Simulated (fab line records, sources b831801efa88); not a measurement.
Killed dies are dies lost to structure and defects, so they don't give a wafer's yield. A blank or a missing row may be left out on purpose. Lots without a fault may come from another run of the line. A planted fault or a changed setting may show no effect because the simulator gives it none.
Split-lot experiment | flow sfq_line | 5 lots, 23 wafers read, on a route of 325 steps

THE SPLIT
At SFQ_TRILAYER_I3_CMP_CMP_082 (polishes SiO2), the setting leave_above_ref_nm was moved away from the recipe's 200 nm on 8 of the 23 wafers read, by -4.2% to +4.0%. The other wafers ran this setting at the recipe's value.

The file shows no step between the split and the reading.

THE READING
thk_nm, in nm, at SFQ_TRILAYER_I3_METRO_MEASURE_083. Fault-free wafers of this fab line usually give 199.6 nm, standard deviation 1.6 nm.

wafer  | tool, chamber at the split | leave_above_ref_nm as run, nm | against the recipe | thk_nm, nm | against lot-mates on the recipe
L076.1 | cmp-02, 3                  | 200                           | recipe             | 198.8      | -
L076.3 | cmp-02, 0                  | 200                           | recipe             | 198.0      | -
L076.5 | cmp-02, 0                  | 200                           | recipe             | 198.2      | -
L077.1 | cmp-02, 2                  | 200                           | recipe             | 199.7      | -
L077.2 | cmp-02, 3                  | 191.7                         | -4.2%              | 189.4      | -9.6
L077.3 | cmp-02, 0                  | 191.7                         | -4.2%              | 189.2      | -9.8
L077.5 | cmp-02, 1                  | 200                           | recipe             | 200.1      | -
L077.6 | cmp-02, 0                  | 200                           | recipe             | 197.3      | -
L078.1 | cmp-01, 0                  | 200                           | recipe             | 201.7      | -
L078.2 | cmp-01, 3,2                | 200                           | recipe             | 200.3      | -
L078.3 | cmp-01, 3,2                | 200                           | recipe             | 200.0      | -
L078.5 | cmp-01, 0                  | 200                           | recipe             | 202.0      | -
L078.6 | cmp-01, 3                  | 200                           | recipe             | 199.7      | -
L083.2 | cmp-01, 1                  | 204.8                         | +2.4%              | 204.9      | +3.9
L083.3 | cmp-01, 3                  | 204.8                         | +2.4%              | 205.3      | +4.3
L083.4 | cmp-01, 0                  | 200                           | recipe             | 201.6      | -
L083.5 | cmp-01, 3                  | 204.8                         | +2.4%              | 205.7      | +4.7
L083.6 | cmp-01, 2                  | 200                           | recipe             | 200.4      | -
L085.1 | cmp-02, 0                  | 200                           | recipe             | 197.0      | -
L085.2 | cmp-02, 3                  | 208.1                         | +4.0%              | 206.8      | +8.1
L085.3 | cmp-02, 1                  | 200                           | recipe             | 200.4      | -
L085.5 | cmp-02, 0                  | 208.1                         | +4.0%              | 205.4      | +6.7
L085.6 | cmp-02, 3                  | 208.1                         | +4.0%              | 206.6      | +7.9
Where a row lists several chambers, the file gives one row for several wafers and doesn't say which wafer went through which chamber.

THE FIT
A straight line over all 23 wafers: thk_nm changes by +2.08 nm for each +1% of leave_above_ref_nm; r = +0.94; the points scatter about the line by 1.5 nm.
The same after taking each lot's own level away (the mean of its wafers on the recipe; 23 wafers): +2.05 nm for each +1%; r = +0.97; scatter 1 nm.
On that fit, the largest move of leave_above_ref_nm shifts the reading by 8.5 nm.
The lots' own levels span 198.33 to 201.00 nm, that is 1.7 times the standard deviation above.
So the lot-to-lot level changes the slope little: the two slopes agree.
Check: with one of the wafers moved furthest among these (-4.2%) left out of the fit, the line predicts -8.48 nm for it against its lot-mates. It came out at -9.63 nm against them.

OTHER SPLITS ON THESE WAFERS
These wafers also went through other splits before the reading. Each is held against what the fit with the lots' levels taken away leaves over:
other split on the same wafers                   | wafers away from the commonest value | r with thk_nm (lot level and that fit taken away)
SFQ_TRILAYER_I1_VIA_LITHO_EXPOSE_050 dose_mj     | 8                                    | -0.35
SFQ_TRILAYER_I1_VIA_ETCH_VIA_ETCH_052 source_w   | 3                                    | +0.08
SFQ_TRILAYER_M2_BARC_OPEN_METAL_ETCH_077 time_s  | 8                                    | -0.05
SFQ_TRILAYER_I2_VIA_LITHO_COAT_072 resist_thk_nm | 8                                    | -0.08
SFQ_TRILAYER_M3_LITHO_COAT_075 spin_rpm          | 6                                    | -0.07

THE WHOLE CHAIN: every reading that the file lists as answering this split, in the file's order
step                                  | what it does                                          | reading                                                                                   | change (the file's fit)              | r (the file's)
SFQ_TRILAYER_I3_CMP_CMP_082           | polishes SiO2                                         | SiO2_of_TRILAYER_I3_DEP_PECVD_081.thk_nm (the simulator's own value, which no gauge read) | +2.07 nm for each +1% of the setting | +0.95
SFQ_TRILAYER_I3_METRO_MEASURE_083     |                                                       | thk_nm                                                                                    | +2.07 nm for each +1% of the setting | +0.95
SFQ_TRILAYER_I3_VIA_ETCH_VIA_ETCH_088 | etches SiO2 in CHF3, stops on Nb, target depth 260 nm | I3.feature_depth_nm (the simulator's own value, which no gauge read)                      | +2.07 nm for each +1% of the setting | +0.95
SFQ_TRILAYER_I3_VIA_ETCH_VIA_ETCH_088 | etches SiO2 in CHF3, stops on Nb, target depth 260 nm | etch.depth_nm (the simulator's own value, which no gauge read)                            | +2.32 nm for each +1% of the setting | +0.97

THE FILE'S OWN FIT
thk_nm changes by +2.07 nm for each +1% of leave_above_ref_nm, r = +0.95.
